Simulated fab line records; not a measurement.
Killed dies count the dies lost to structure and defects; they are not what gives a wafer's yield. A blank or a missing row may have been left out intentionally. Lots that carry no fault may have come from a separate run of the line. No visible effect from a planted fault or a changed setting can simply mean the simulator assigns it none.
Comparing a struck lot with a sound one || flow sky130 || 21 steps out of a route of 708
Sound: wafers L492.3, L492.5, L492.6. The struck wafers were L502.3, L502.4, L502.5. The cause is named last.
For every step that has rows: the tool of each side, followed by ch and its chambers, followed by its first start. Under that, the readings that differ: sound wafers || struck wafers || difference of the means || sigmas: that difference in standard deviations of wafers without a fault.
alike: readings with means less than 2 such deviations apart, plus words and numbers identical on both sides. not compared: withheld readings, readings lacking a value on some wafer, bounds such as >300 that could conceal the same value, and numbers that have no deviation in the record and whose values overlap.
Wherever a step has rows on one side only, a row that says differs or no value, or a row with sigmas, the two part there. Non-overlapping numbers with no deviation appear without sigmas and do not part them. Lack of a reading on every wafer of one side parts them only where that side has two or more wafers.

SKY_POLY_GATE_THK_MEAS_21:
  sound on film metro-02, day 17 13:54; struck on film metro-01, day 21 04:35
  alike: POLY_GATE_OXIDATION_THK
SKY_POLY_GATE_CD_MEAS_22:
  sound on cd sem-01, day 17 14:00; struck on cd sem-02, day 21 04:40
  alike: cd nm
then, 7 steps without rows for these wafers: SKY_LDD_N_DEHYDRATE_00 (time 60 s); SKY_LDD_N_HMDS_01 (prime time 60 s); SKY_LDD_N_COAT_02 (resist thk 300 nm); SKY_LDD_N_SOFTBAKE_03 (time 60 s); SKY_LDD_N_EXPOSE_04 (exposes mask NTM, target cd 840 nm); SKY_LDD_N_PEB_05; SKY_LDD_N_DEVELOP_06 (develop time 60 s).
SKY_LDD_N_OVL_MEAS_07:
  sound on overlay-01, day 18 19:29; struck on overlay-01, day 22 11:19
  alike: LDD_N_OVL
then, 2 steps without rows for these wafers: SKY_LDD_N_IMPLANT_08; SKY_LDD_N_IMPLANT_09.
SKY_LDD_N_IMPLANT_10:
  sound on implanter-03 ch 0, day 18 19:52; struck on implanter-03 ch 0, day 22 11:41
{"reading": "implant ion amu", "sound": "75 75 75", "struck": "31 31 31", "difference": -44, "sigmas": ""}
{"reading": "model.implant.rp nm (nm)", "sound": "15.4 15.4 15.4", "struck": "27.06 27.06 27.06", "difference": "+11.66", "sigmas": ""}
{"reading": "model.implant.drp nm (nm)", "sound": "7.212 7.212 7.212", "struck": "12.97 12.97 12.97", "difference": "+5.76", "sigmas": ""}
  alike: dose ions cm2
then, 5 steps without rows for these wafers: SKY_LDD_N_IMPLANT_11; SKY_LDD_N_IMPLANT_12; SKY_LDD_N_IMPLANT_13; SKY_LDD_N_IMPLANT_14; SKY_LDD_N_IMPLANT_15.
SKY_LDD_N_STRIP_16: strips in O2/N2.
  sound on plasma asher-01 ch 0,1, day 18 20:44; struck on plasma asher-02 ch 0,1, day 22 12:34
{"reading": "strip time to endpoint s (s)", "sound": "4.334 4.322 4.317", "struck": "4.217 4.219 4.204", "difference": -0.111, "sigmas": -9}
  alike: drypump motor current A, oes product au
  not compared: rf hours counter h
SKY_LDD_N_TW_MEAS_17:
  sound on film metro-02, day 18 20:50; struck on film metro-01, day 22 12:40
  alike: LDD_N_TW
-- a jump in the record: the struck wafers' starts before and after are 27 days apart (it breaks off in module LDD_N and resumes in module PAD_OPEN, where the first step shown is number 708 of the route) --
SKY_PAD_OPEN_PROBE_99:
  sound on prober-02, day 46 18:17; struck on prober-02, day 49 04:19
{"reading": "model.etest.tip n.rs ohm sq", "sound": "447.7 446.6 444.9", "struck": "383.6 383.4 388.9", "difference": -61.1, "sigmas": ""}
{"reading": "model.etest.nfet_01v8_turned.drive ua um", "sound": "505.3 512.5 514.8", "struck": "537.7 562.9 549.6", "difference": "+39.2", "sigmas": ""}
{"reading": "model.etest.nfet_01v8_lvt.drive ua um", "sound": "577.4 579.3 587.1", "struck": "617 627.1 621.3", "difference": "+41", "sigmas": ""}
{"reading": "model.etest.nfet_01v8.drive ua um", "sound": "500.9 513.3 514.3", "struck": "538.6 551.2 539.6", "difference": "+33.6", "sigmas": ""}
{"reading": "model.etest.sram nfet pass.drive ua um", "sound": "481.2 494.9 488", "struck": "519.6 508.6 516.7", "difference": "+26.9", "sigmas": ""}
{"reading": "model.etest.nfet_01v8_swapped.drive ua um", "sound": "505.8 512.2 517.1", "struck": "532.9 546.2 529.9", "difference": "+24.6", "sigmas": ""}
{"reading": "model.etest.res ndiff.rs ohm sq", "sound": "121 122.2 120.5", "struck": "118.3 119.2 118.2", "difference": -2.7, "sigmas": ""}
  alike: killed_at_M0_to_M3, killed_at_M4_up, killed at contacts, killed at front end, killed at other, killed dies, killed open, killed short
  not compared: model.etest.nfet_01v8.r on ohm um

== WHERE THEY PART ==
Within this record, at SKY_LDD_N_STRIP_16 only. Later steps at which nothing parts them and some readings are alike: SKY_LDD_N_TW_MEAS_17, SKY_PAD_OPEN_PROBE_99.

WHY: whatever the simulator had introduced
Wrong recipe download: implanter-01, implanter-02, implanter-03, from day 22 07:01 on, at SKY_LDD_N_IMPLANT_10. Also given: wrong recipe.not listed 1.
